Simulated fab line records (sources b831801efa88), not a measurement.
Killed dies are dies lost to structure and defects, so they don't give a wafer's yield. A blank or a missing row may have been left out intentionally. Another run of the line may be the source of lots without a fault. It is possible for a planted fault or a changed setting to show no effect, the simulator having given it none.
Which tool did it? | flow sfqLine | 14 lots with 42 wafers sampled at 4 steps, on a route of 325 steps

## WHAT THE GAUGES SHOWED, per wafer
SFQ_I7_OVL_MEAS_947. Usual: I7_OVL 2 nm, standard deviation 4.7.
lot  | measured     | on         | I7_OVL (nm) | flag
L721 | day 68 15:25 | overlay-01 | 4 3 11      | 
L722 | day 69 05:08 | overlay-02 | 4 -3 4      | 
L723 | day 69 08:43 | overlay-02 | -5 -8 -7    | 
L725 | day 70 06:19 | overlay-02 | - - -       | OFF
L726 | day 70 08:34 | overlay-01 | - - -       | OFF
L728 | day 70 15:52 | overlay-01 | 2 11 3      | 
L730 | day 70 19:28 | overlay-01 | 1 -3 1      | 
L735 | day 71 02:40 | overlay-01 | -2 -2 2     | 
L736 | day 71 03:52 | overlay-01 | 0 6 -1      | 
L737 | day 71 05:04 | overlay-01 | 3 4 0       | 
L739 | day 71 20:51 | overlay-01 | -1 4 10     | 
L741 | day 71 23:14 | overlay-01 | 1 -4 7      | 
L742 | day 74 03:50 | overlay-02 | 2 5 5       | 
L744 | day 74 07:36 | overlay-02 | -6 -2 -4    | 

## EACH LOT AND THE TOOL THAT RAN IT (in order: tool; ch and the chambers of the sampled wafers; start)
lot  | SFQ_TRILAYER_I1_METRO_MEASURE_047 | SFQ_TRILAYER_I5_STRIP_STRIP_148  | SFQ_TRILAYER_I6_VIA_LITHO_DEVELOP_171
L721 | filmMetro-04, day 13 16:13        | rieMetal-01 ch 0,1, day 49 01:29 | lithoTrack-03 ch 0, day 58 23:05
L722 | filmMetro-04, day 13 21:29        | rieMetal-01 ch 0,1, day 49 03:53 | lithoTrack-03 ch 0, day 59 11:06
L723 | filmMetro-03, day 14 05:53        | rieMetal-04 ch 0,1, day 49 20:29 | lithoTrack-01 ch 0, day 59 15:23
L725 | filmMetro-03, day 14 11:53        | rieMetal-02 ch 0,1, day 50 07:17 | lithoTrack-02, day 60 22:35
L726 | filmMetro-03, day 14 22:14        | rieMetal-04 ch 0,1, day 50 09:41 | lithoTrack-02, day 61 02:12
L728 | filmMetro-04, day 15 13:26        | rieMetal-04 ch 0,1, day 50 23:40 | lithoTrack-03 ch 0, day 61 17:44
L730 | filmMetro-04, day 16 10:26        | rieMetal-04 ch 0,1, day 51 07:52 | lithoTrack-02 ch 0, day 62 00:53
L735 | filmMetro-03, day 18 17:48        | rieMetal-04 ch 1, day 60 01:22   | lithoTrack-02 ch 0, day 62 07:43
L736 | filmMetro-04, day 18 20:27        | rieMetal-02 ch 0,1, day 60 02:34 | lithoTrack-02 ch 0, day 62 08:54
L737 | filmMetro-01, day 19 01:00        | rieMetal-04 ch 0,1, day 60 03:46 | lithoTrack-03 ch 0, day 62 10:07
L739 | filmMetro-03, day 19 20:49        | rieMetal-02 ch 0,1, day 61 20:04 | lithoTrack-02 ch 0, day 67 12:45
L741 | filmMetro-01, day 20 09:48        | rieMetal-02 ch 0,1, day 62 15:16 | lithoTrack-03 ch 0, day 67 23:31
L742 | filmMetro-03, day 20 23:00        | rieMetal-02 ch 0,1, day 63 09:11 | lithoTrack-01 ch 0, day 68 12:43
L744 | filmMetro-03, day 21 21:49        | rieMetal-04 ch 0, day 65 01:22   | lithoTrack-02 ch 0, day 70 01:22
- SFQ_TRILAYER_I1_METRO_MEASURE_047
- SFQ_TRILAYER_I5_STRIP_STRIP_148: strips in O2.
- SFQ_TRILAYER_I6_VIA_LITHO_DEVELOP_171: time 60 s.

## AS READ BY THE TOOLS THEMSELVES (means over the sampled wafers that have a number; for cases with no such wafer, the mark the record gives instead)
SFQ_TRILAYER_I1_METRO_MEASURE_047. Usual: thkNm 201.0 nm, standard deviation 0.92.
lot  | tool         | thkNm (nm) | flag
L721 | filmMetro-04 | 200.5      | 
L722 | filmMetro-04 | 200.2      | 
L723 | filmMetro-03 | 202.4      | 
L725 | filmMetro-03 | 200.6      | 
L726 | filmMetro-03 | 200.5      | 
L728 | filmMetro-04 | 200.3      | 
L730 | filmMetro-04 | 200.1      | 
L735 | filmMetro-03 | 200.6      | 
L736 | filmMetro-04 | 202.9      | 
L737 | filmMetro-01 | 200.6      | 
L739 | filmMetro-03 | 199.6      | 
L741 | filmMetro-01 | 201.5      | 
L742 | filmMetro-03 | 201.2      | 
L744 | filmMetro-03 | 200.9      | 

SFQ_TRILAYER_I5_STRIP_STRIP_148. Usual: drypumpMotorCurrentA 5.9 A, standard deviation 0.34; oesProductAu 0.997 a.u., standard deviation 0.0085.
lot  | tool        | drypumpMotorCurrentA (A) | oesProductAu (a.u.) | flag
L721 | rieMetal-01 | 5.8                      | 0.988               | 
L722 | rieMetal-01 | 5.8                      | 0.998               | 
L723 | rieMetal-04 | 6.1                      | 1.008               | 
L725 | rieMetal-02 | 5.8                      | 1.001               | 
L726 | rieMetal-04 | 5.8                      | 1.001               | 
L728 | rieMetal-04 | 6.1                      | 1.005               | 
L730 | rieMetal-04 | 6.1                      | 1.008               | 
L735 | rieMetal-04 | 5.4                      | 1.004               | 
L736 | rieMetal-02 | 5.8                      | 0.989               | 
L737 | rieMetal-04 | 5.8                      | 0.996               | 
L739 | rieMetal-02 | 6.0                      | 0.989               | 
L741 | rieMetal-02 | 6.0                      | 0.990               | 
L742 | rieMetal-02 | 5.8                      | 1.002               | 
L744 | rieMetal-04 | 6.4                      | 0.996               | 

SFQ_TRILAYER_I6_VIA_LITHO_DEVELOP_171. Usual: chillPlateTempC 23.01 C, standard deviation 0.1; exhaustPa 44.9 Pa, standard deviation 0.89.
lot  | tool          | chillPlateTempC (C) | exhaustPa (Pa) | flag
L721 | lithoTrack-03 | 23.01               | 44.9           | 
L722 | lithoTrack-03 | 23.16               | 45.7           | 
L723 | lithoTrack-01 | 23.04               | 44.5           | 
L725 | lithoTrack-02 | -                   | -              | OFF
L726 | lithoTrack-02 | -                   | -              | OFF
L728 | lithoTrack-03 | 23.08               | 45.7           | 
L730 | lithoTrack-02 | 22.89               | 43.9           | 
L735 | lithoTrack-02 | 23.12               | 44.4           | 
L736 | lithoTrack-02 | 23.11               | 45.2           | 
L737 | lithoTrack-03 | 23.03               | 44.0           | 
L739 | lithoTrack-02 | 22.96               | 45.3           | 
L741 | lithoTrack-03 | 23.06               | 46.3           | 
L742 | lithoTrack-01 | 22.97               | 45.6           | 
L744 | lithoTrack-02 | 23.01               | 45.0           | 

## THE ANSWER, worked out from the rows above alone
Rule: a lot is off if the mean of its wafers that have a number lies more than 3 standard deviations from the usual mean. A lot without any number at a reading at which 4 lots or more have one is off too. The other lots that the step has rows for count as sound. The gauges are gone through in route order, then the tools' own readings, and for those a lot's mean is taken as printed above. The first step at which some lot is off is used, and at that step the reading that is off furthest; a lot without a number counts as furthest.
Off: at SFQ_I7_OVL_MEAS_947 (I7_OVL), L725, L726. Without a number there: L725, L726.
If a tool, at a process step before that reading, ran all the lots that are off and no sound lot after the first of them, it fits. The gauges at SFQ_I7_OVL_MEAS_947 aren't tried: what is off there is off at SFQ_TRILAYER_I6_VIA_LITHO_DEVELOP_171 too, on other tools, and a gauge's error can't cause that. No candidate that was tried fits.

## WHAT THE SIMULATOR HAD PUT IN
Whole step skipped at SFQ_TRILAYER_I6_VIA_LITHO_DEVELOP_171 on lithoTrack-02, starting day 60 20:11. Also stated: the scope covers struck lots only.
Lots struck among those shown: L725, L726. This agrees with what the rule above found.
